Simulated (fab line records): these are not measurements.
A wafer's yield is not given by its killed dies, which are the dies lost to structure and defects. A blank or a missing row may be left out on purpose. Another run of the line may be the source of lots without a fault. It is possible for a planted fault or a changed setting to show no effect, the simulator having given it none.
fab line records	flow sky130
record lots=11	wafers=31	lastDay=49
route steps=708 shown NWELL@79 VT_ADJUST_HVTP@95 VT_ADJUST_LVTN@117 SONOS_TUNNEL@160 PAD_OPEN@708
lots with no fault: from the same line, run without faults
startH: start of the lot's first displayed wafer, in hours after the record's first day	waitH: how many hours have passed since the lot's step before this one	" as in the row above	L1.1+2: a single row standing in for several wafers	- no value present, or no start provided	* or withheld: withheld	< > ~ a bound
route shown NAME@n: a module of which the file shows steps, and the number in the route of the first	usual: mean/standard deviation of fault-free wafers	same: alike in all rows	chamber/n: place in a boat	sites: readings site by site	_std_site: how widely they spread, as a standard deviation	_edge_site: outer sites' mean less inner sites'	radiusMm: how far each site lies from the wafer's centre	mask NAME#n: copy n	behind: the most recent tool/chamber to have shaped the wafer	hold: reason for holding the lot/hours on hold/outcome of the hold	device: whichever transistor did not switch (one of n, p or np)	end of line: tests run on the same wafers once the route is complete	a step without rows: its recipe alone	killed: not the wafer's yield, but the dies lost to structure and defects at the first sort	map: a wafer's dies, x killed, . not, _ none there
set.NAME: the run value of the setting; set.NAME@STEP: its run value at that earlier step	model.NAME: the simulator's own value behind a step, which no gauge read
a sample of lots followed through the steps of the route, with each step as a table and each wafer as a row
services: when a tool's chamber went out of use (startH, in hours from the record's first day, below 0 if earlier), for how many hours, and the reason
## steps
# step SKY_NWELL_TW_MEAS_26
# usual NWELL_2_TW=496/3
lot.wafer	tool	chamber	startH	waitH	NWELL_2_TW
L185.1	filmMetro-04	-	111.49	0.1	494
L185.2	"	-	"	"	496
L185.3	"	-	"	"	495
L188.1	filmMetro-01	-	117.13	0.1	501
L188.4	"	-	"	"	502
L188.5	"	-	"	"	499
L190.1	filmMetro-04	-	132.50	0.1	494
L190.2	"	-	"	"	494
L190.6	"	-	"	"	496
L191.2	filmMetro-03	-	139.04	0.1	497
L191.3	"	-	"	"	499
L191.6	"	-	"	"	495
L193.2	filmMetro-01	-	149.00	0.1	501
L193.3	"	-	"	"	502
L193.4	"	-	"	"	503
L194.4	filmMetro-04	-	159.32	0.1	493
L194.5	"	-	"	"	492
L194.6	"	-	"	"	494
L196.2	filmMetro-04	-	182.69	0.1	495
L196.3	"	-	"	"	498
L196.4	"	-	"	"	497
L197.1	filmMetro-01	-	183.20	0.1	502
L197.3	"	-	"	"	503
L197.5	"	-	"	"	502
L198.2	filmMetro-03	-	186.81	0.1	491
L198.4	"	-	"	"	492
L198.5	"	-	"	"	495
L204.5	filmMetro-04	-	221.57	0.0	493
L204.6	"	-	"	"	497
L205.1	filmMetro-03	-	222.20	0.1	496
L205.5	"	-	"	"	497
# step SKY_VT_ADJUST_HVTP_STRIP_10
# recipe chemistry=O2/N2	powerW=1400	pressureMtorr=1500	platenTempC=withheld	o2FlowSccm=3000	n2FlowSccm=300	overashFraction=0.5
# usual drypumpMotorCurrentA=5.55/0.26	oesProductAu=0.716/0.0046	stripTimeToEndpointS=14.19/0.043
lot.wafer	tool	chamber	startH	waitH	drypumpMotorCurrentA	oesProductAu	rfHoursCounterH	stripTimeToEndpointS
L185.1	plasmaAsher-03	0	130.70	0.1	5.44	0.709	33	14.24
L185.2	"	1	"	"	5.20	0.717	33	14.20
L185.3	"	0	"	"	5.41	0.720	-	14.17
L188.1	plasmaAsher-04	0	136.12	0.1	5.69	0.706	2	14.16
L188.4	"	1	"	"	5.87	0.721	-	14.20
L188.5	"	1	"	"	5.86	0.719	-	14.16
L190.1	plasmaAsher-03	1	152.87	0.1	5.21	0.728	35	14.25
L190.2	"	0	"	"	5.42	0.706	35	14.22
L190.6	"	1	"	"	5.17	0.718	-	14.21
L191.2	plasmaAsher-04	0	159.35	0.1	5.69	0.720	4	14.19
L191.3	"	0	"	"	5.68	0.709	-	14.20
L191.6	"	0	"	"	5.68	0.715	-	14.20
L193.2	plasmaAsher-03	1	170.15	0.1	5.16	0.714	36	14.19
L193.3	"	0	"	"	5.39	0.716	-	14.20
L193.4	"	1	"	"	5.21	0.712	-	14.23
L194.4	plasmaAsher-03	0	180.48	0.1	5.37	0.726	-	14.17
L194.5	"	0	"	"	5.40	0.717	-	14.16
L194.6	"	1	"	"	5.21	0.719	-	14.17
L196.2	plasmaAsher-04	1	204.50	0.1	5.88	0.715	9	14.19
L196.3	"	1	"	"	5.87	0.717	-	14.24
L196.4	"	0	"	"	5.68	0.714	-	14.17
L197.1	plasmaAsher-04	1	205.37	0.1	5.88	0.715	9	14.15
L197.3	"	0	"	"	5.70	0.707	-	14.17
L197.5	"	0	"	"	5.70	0.716	-	14.15
L198.2	plasmaAsher-04	1	209.18	0.1	5.86	0.717	9	14.21
L198.4	"	0	"	"	5.67	0.717	-	14.19
L198.5	"	0	"	"	5.67	0.714	-	14.16
L204.5	plasmaAsher-03	1	244.89	0.1	5.21	0.715	-	14.23
L204.6	"	0	"	"	5.37	0.708	-	14.25
L205.1	plasmaAsher-01	1	245.83	0.1	5.84	0.717	56	14.12
L205.5	"	1	"	"	5.86	0.717	-	14.11
# step SKY_VT_ADJUST_LVTN_STRIP_20
# recipe chemistry=O2/N2	powerW=1400	pressureMtorr=1500	platenTempC=withheld	o2FlowSccm=3000	n2FlowSccm=300	overashFraction=0.5
# usual drypumpMotorCurrentA=5.58/0.29	oesProductAu=0.716/0.0047	stripTimeToEndpointS=14.19/0.041
lot.wafer	tool	chamber	startH	waitH	drypumpMotorCurrentA	oesProductAu	rfHoursCounterH	stripTimeToEndpointS
L185.1	plasmaAsher-04	0	170.66	0.1	5.68	0.717	5	14.16
L185.2	"	1	"	"	5.86	0.718	5	14.21
L185.3	"	1	"	"	5.85	0.717	-	14.21
L188.1	plasmaAsher-04	0	175.61	0.1	5.69	0.718	6	14.20
L188.4	"	1	"	"	5.85	0.711	-	14.25
L188.5	"	1	"	"	5.86	0.725	-	14.21
L190.1	plasmaAsher-02	0	193.39	0.1	6.05	0.709	48	14.17
L190.2	"	1	"	"	5.35	0.722	48	14.13
L190.6	"	0	"	"	6.08	0.714	-	14.11
L191.2	plasmaAsher-04	1	200.86	0.1	5.87	0.718	8	14.21
L191.3	"	1	"	"	5.84	0.718	-	14.24
L191.6	"	0	"	"	5.70	0.715	-	14.23
L193.2	plasmaAsher-02	1	212.34	0.1	5.36	0.719	50	14.21
L193.3	"	0	"	"	6.09	0.713	-	14.19
L193.4	"	1	"	"	5.36	0.711	-	14.20
L194.4	plasmaAsher-02	0	223.00	0.1	6.07	0.714	-	14.16
L194.5	"	0	"	"	6.08	0.713	-	14.22
L194.6	"	1	"	"	5.36	0.718	-	14.17
L196.2	plasmaAsher-03	0	248.65	0.1	5.35	0.713	43	14.22
L196.3	"	0	"	"	5.38	0.714	-	14.20
L196.4	"	1	"	"	5.20	0.714	-	14.21
L197.1	plasmaAsher-03	1	250.55	0.1	5.21	0.713	43	14.17
L197.3	"	0	"	"	5.37	0.706	-	14.18
L197.5	"	0	"	"	5.40	0.717	-	14.20
L198.2	plasmaAsher-02	0	254.25	0.1	6.09	0.719	55	14.16
L198.4	"	0	"	"	6.06	0.717	-	14.15
L198.5	"	1	"	"	5.36	0.706	-	14.20
L204.5	plasmaAsher-03	0	291.91	0.1	5.41	0.714	-	14.24
L204.6	"	1	"	"	5.20	0.720	-	14.22
L205.1	plasmaAsher-04	1	292.69	0.1	5.86	0.714	17	14.23
L205.5	"	1	"	"	5.88	0.721	-	14.20
# step SKY_SONOS_TUNNEL_DEVELOP_06
# recipe resist=NOVOLAK	developer=TMAH	developTimeS=60	devTempC=23
# usual chillPlateTempC=22.98/0.094	resistLineTempC=23.01/0.096
lot.wafer	tool	chamber	startH	waitH	chillPlateTempC	resistLineTempC
L185.1	lithoTrack-04	0	259.03	0.1	22.99	23.15
L185.2	"	0	"	"	23.00	22.96
L185.3	"	0	"	"	22.93	23.02
L188.1	lithoTrack-04	0	264.63	0.1	23.02	23.00
L188.4	"	0	"	"	23.06	22.94
L188.5	"	0	"	"	22.74	23.07
L190.1	lithoTrack-01	0	292.65	0.1	23.12	22.92
L190.2	"	0	"	"	23.02	23.08
L190.6	"	0	"	"	22.99	23.11
L191.2	lithoTrack-04	0	292.95	0.1	23.07	23.00
L191.3	"	0	"	"	23.00	22.96
L191.6	"	0	"	"	22.94	23.07
L193.2	lithoTrack-01	0	307.73	0.1	23.11	23.01
L193.3	"	0	"	"	23.05	23.19
L193.4	"	0	"	"	23.13	22.93
L194.4	lithoTrack-02	0	320.59	0.1	22.95	22.95
L194.5	"	0	"	"	23.04	23.04
L194.6	"	0	"	"	22.93	23.07
L196.2	lithoTrack-04	0	353.40	0.1	23.04	23.04
L196.3	"	0	"	"	23.10	22.88
L196.4	"	0	"	"	22.95	22.97
L197.1	lithoTrack-04	0	355.28	0.1	23.04	23.21
L197.3	"	0	"	"	23.01	23.03
L197.5	"	0	"	"	22.93	23.17
L198.2	lithoTrack-02	0	357.84	0.1	23.17	22.87
L198.4	"	0	"	"	22.91	22.80
L198.5	"	0	"	"	22.98	23.10
L204.5	lithoTrack-04	0	403.43	0.1	23.08	23.00
L204.6	"	0	"	"	22.83	23.01
L205.1	lithoTrack-04	0	403.93	0.1	23.08	22.75
L205.5	"	0	"	"	23.13	22.90
# step SKY_SONOS_TUNNEL_CD_MEAS_07
# recipe targetCdNm=410
# usual cdNm=409.6/2.1
lot.wafer	tool	chamber	startH	waitH	cdNm
L185.1	cdSem-02	-	259.18	0.1	412.2
L185.2	"	-	"	"	412.0
L185.3	"	-	"	"	410.2
L188.1	cdSem-02	-	264.78	0.1	408.8
L188.4	"	-	"	"	407.5
L188.5	"	-	"	"	408.9
L190.1	cdSem-01	-	292.80	0.1	410.4
L190.2	"	-	"	"	409.0
L190.6	"	-	"	"	411.1
L191.2	cdSem-01	-	293.10	0.1	411.9
L191.3	"	-	"	"	412.5
L191.6	"	-	"	"	412.5
L193.2	cdSem-01	-	307.87	0.1	412.5
L193.3	"	-	"	"	411.1
L193.4	"	-	"	"	411.6
L194.4	cdSem-01	-	320.73	0.1	412.3
L194.5	"	-	"	"	410.1
L194.6	"	-	"	"	410.4
L196.2	cdSem-01	-	353.55	0.1	409.5
L196.3	"	-	"	"	411.8
L196.4	"	-	"	"	410.6
L197.1	cdSem-01	-	355.43	0.1	408.8
L197.3	"	-	"	"	408.4
L197.5	"	-	"	"	408.4
L198.2	cdSem-01	-	357.98	0.1	407.9
L198.4	"	-	"	"	407.6
L198.5	"	-	"	"	409.2
L204.5	cdSem-02	-	403.56	0.1	-
L204.6	"	-	"	"	-
L205.1	cdSem-02	-	404.08	0.1	409.5
L205.5	"	-	"	"	-
# step SKY_SONOS_TUNNEL_OVL_MEAS_08
# usual SONOS_TUNNEL_OVL=-1.1/1.3
lot.wafer	tool	chamber	startH	waitH	SONOS_TUNNEL_OVL[nm]
L185.1	overlay-02	-	259.30	0.1	-1.9
L185.2	"	-	"	"	-2.1
L185.3	"	-	"	"	-2.1
L188.1	overlay-01	-	264.90	0.1	1.1
L188.4	"	-	"	"	-0.7
L188.5	"	-	"	"	1.0
L190.1	overlay-01	-	292.92	0.1	-2.8
L190.2	"	-	"	"	-3.4
L190.6	"	-	"	"	-1.0
L191.2	overlay-01	-	293.20	0.1	-1.7
L191.3	"	-	"	"	-0.6
L191.6	"	-	"	"	-0.8
L193.2	overlay-01	-	307.98	0.1	-3.0
L193.3	"	-	"	"	-0.6
L193.4	"	-	"	"	-1.6
L194.4	overlay-01	-	320.80	0.1	-0.3
L194.5	"	-	"	"	-0.6
L194.6	"	-	"	"	-1.9
L196.2	overlay-02	-	353.65	0.1	0.5
L196.3	"	-	"	"	-0.1
L196.4	"	-	"	"	1.0
L197.1	overlay-02	-	355.55	0.1	-1.8
L197.3	"	-	"	"	-3.7
L197.5	"	-	"	"	-3.1
L198.2	overlay-01	-	358.09	0.1	-2.4
L198.4	"	-	"	"	-1.6
L198.5	"	-	"	"	-2.9
L204.5	overlay-02	-	403.62	0.0	-
L204.6	"	-	"	"	-
L205.1	overlay-01	-	404.20	0.1	-0.9
L205.5	"	-	"	"	-
# step SKY_SONOS_TUNNEL_TW_MEAS_12
# usual SONOS_TUNNEL_TW=196.6/1.4
lot.wafer	tool	chamber	startH	waitH	SONOS_TUNNEL_TW
L185.1	filmMetro-02	-	259.74	0.0	195.0
L185.2	"	-	"	"	196.7
L185.3	"	-	"	"	195.5
L188.1	filmMetro-04	-	265.34	0.0	197.7
L188.4	"	-	"	"	197.7
L188.5	"	-	"	"	198.1
L190.1	filmMetro-01	-	293.47	0.0	196.7
L190.2	"	-	"	"	197.7
L190.6	"	-	"	"	197.6
L191.2	filmMetro-02	-	293.84	0.0	194.1
L191.3	"	-	"	"	194.1
L191.6	"	-	"	"	194.4
L193.2	filmMetro-01	-	308.64	0.0	197.5
L193.3	"	-	"	"	198.1
L193.4	"	-	"	"	196.9
L194.4	filmMetro-02	-	321.44	0.0	195.7
L194.5	"	-	"	"	196.8
L194.6	"	-	"	"	195.7
L196.2	filmMetro-02	-	354.10	0.0	197.1
L196.3	"	-	"	"	195.2
L196.4	"	-	"	"	195.4
L197.1	filmMetro-01	-	356.17	0.0	199.1
L197.3	"	-	"	"	199.6
L197.5	"	-	"	"	198.9
L198.2	filmMetro-04	-	358.63	0.0	196.3
L198.4	"	-	"	"	196.2
L198.5	"	-	"	"	197.2
L204.5	filmMetro-02	-	404.09	0.0	29.8
L204.6	"	-	"	"	29.7
L205.1	filmMetro-02	-	404.64	0.0	196.4
L205.5	"	-	"	"	29.9
# step SKY_PAD_OPEN_PROBE_99
# usual killed_at_M0_to_M3=44/6.9	killed_at_M4_up=3.3/2.1	killedAtContacts=24/4.8	killedAtFrontEnd=15/4.4	killedAtOther=0.2/0.48	killedDies=87/9.5	killedOnRim=17/4	killedOpen=48/6.5	killedShort=39/6.3
# same grossDies=492	killedAtBackSide=0
lot.wafer	tool	chamber	startH	waitH	killed_at_M0_to_M3	killed_at_M4_up	killedAtContacts	killedAtFrontEnd	killedAtOther	killedDies	killedOnRim	killedOpen	killedShort
L205.1	prober-02	-	1180.00	0.1	46	2	16	19	1	84	12	46	38
L205.5	prober-02	-	1180.20	0.2	38	2	23	429	0	492	96	53	31
L204.5	prober-01	-	1180.19	0.2	57	2	19	414	0	492	96	51	40
L204.6	prober-01	-	1180.24	0.2	48	5	22	417	0	492	96	53	41
# killed by level:class
L205.1 VIA1:geometricParticle:open=11 CONTACT:geometricParticle:open=10 METAL2:geometricParticle:short=7 VIA2:geometricParticle:open=7 FIELD_ISO:geometricParticle:short=5 LI_CONTACT:geometricParticle:open=5 VIA3:geometricParticle:open=5 POLY_GATE:geometricParticle:short=4
L204.5 SONOS_TUNNEL:areaDevelop=401 VIA1:geometricParticle:open=15 VIA2:geometricParticle:open=8 VIA1:geometricParticle:short=7 LI_CONTACT:geometricParticle:open=7 METAL2:geometricParticle:short=7 METAL1:geometricParticle:short=6 CONTACT:geometricParticle:short=6
L205.5 SONOS_TUNNEL:areaDevelop=408 CONTACT:geometricParticle:open=11 VIA1:geometricParticle:open=11 FIELD_ISO:geometricParticle:open=7 METAL1:geometricParticle:short=6 VIA3:geometricParticle:open=6 LI_CONTACT:geometricParticle:open=5 POLY_GATE:geometricParticle:open=5
L204.6 SONOS_TUNNEL:areaDevelop=398 VIA3:geometricParticle:open=12 CONTACT:geometricParticle:open=10 VIA1:geometricParticle:open=10 VIA1:geometricParticle:short=9 LI_CONTACT:geometricParticle:open=6 FIELD_ISO:geometricParticle:open=4 POLY_GATE:geometricParticle:open=4
## services
tool	chamber	startH	hours	kind
plasmaAsher-04	-	108.75	9.0	pm
plasmaAsher-04	0	108.75	9.0	ventCycle
plasmaAsher-04	1	108.75	9.0	ventCycle
plasmaAsher-02	-	109.30	1.4	repair
plasmaAsher-03	-	116.08	3.6	repair
plasmaAsher-04	0	117.75	-	clean
plasmaAsher-04	1	117.75	-	clean
plasmaAsher-03	-	135.07	4.3	repair
plasmaAsher-02	-	155.98	1.5	repair
plasmaAsher-03	-	190.02	7.8	repair
plasmaAsher-03	-	198.12	1.5	repair
plasmaAsher-01	-	204.45	7.6	repair
plasmaAsher-03	-	208.38	2.8	pm
plasmaAsher-03	-	211.58	2.3	repair
plasmaAsher-03	-	217.37	2.9	repair
plasmaAsher-04	-	241.08	2.8	pm
plasmaAsher-04	-	244.00	10.5	repair
lithoTrack-02	-	275.68	-	consumableReplace:filter
plasmaAsher-01	-	278.87	9.4	repair
plasmaAsher-02	-	338.54	4.0	pm
plasmaAsher-03	-	344.35	4.4	repair
plasmaAsher-02	-	350.29	2.8	pm
plasmaAsher-04	-	378.63	2.5	repair
## key
firstSign step=SKY_SONOS_TUNNEL_CD_MEAS_07	reading=cdNm	direction=missing
effect step=SKY_SONOS_TUNNEL_OVL_MEAS_08	reading=SONOS_TUNNEL_OVL	direction=missing
effect step=SKY_SONOS_TUNNEL_TW_MEAS_12	reading=SONOS_TUNNEL_TW	direction=down	sigmas=99+	usual=196.6	struck=29.8
effect step=SKY_PAD_OPEN_PROBE_99	reading=killedAtFrontEnd	direction=up	sigmas=92	usual=15	struck=420
moreKillsBornAt SKY_SONOS_TUNNEL_DEVELOP_06@lithoTrack-04=1207
metAt SKY_SONOS_TUNNEL_DEVELOP_06
struckLots L204,L205
struckWafers L204.5,L204.6,L205.5
laterRowsLeftOut L204.5,L204.6,L205.5
testerLeftOut L204,L205
notActingAt SKY_NWELL_TW_MEAS_26,SKY_VT_ADJUST_HVTP_STRIP_10,SKY_VT_ADJUST_LVTN_STRIP_20
onsetBetween 355.28 403.43
fault kind=processParameterDrift	tool=lithoTrack-04	chamber=-	onsetH=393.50	steps=SKY_SONOS_TUNNEL_DEVELOP_06	channel=developTimeS	offset=*	shape=step	endH=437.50	scope=struckWafersOnly	actsIn=*	stated=*
# testerLeftOut: of these lots the tester's yield and bins aren't shown, on N5 and GAA mostly nor the transistor test; their killed dies are dies lost to structure and defects alone, not to doping, threshold or leakage, so they don't give the yield
# laterRowsLeftOut: the simulator's readings of these wafers behind a module that went badly wrong aren't trusted and aren't shown, but for the sort
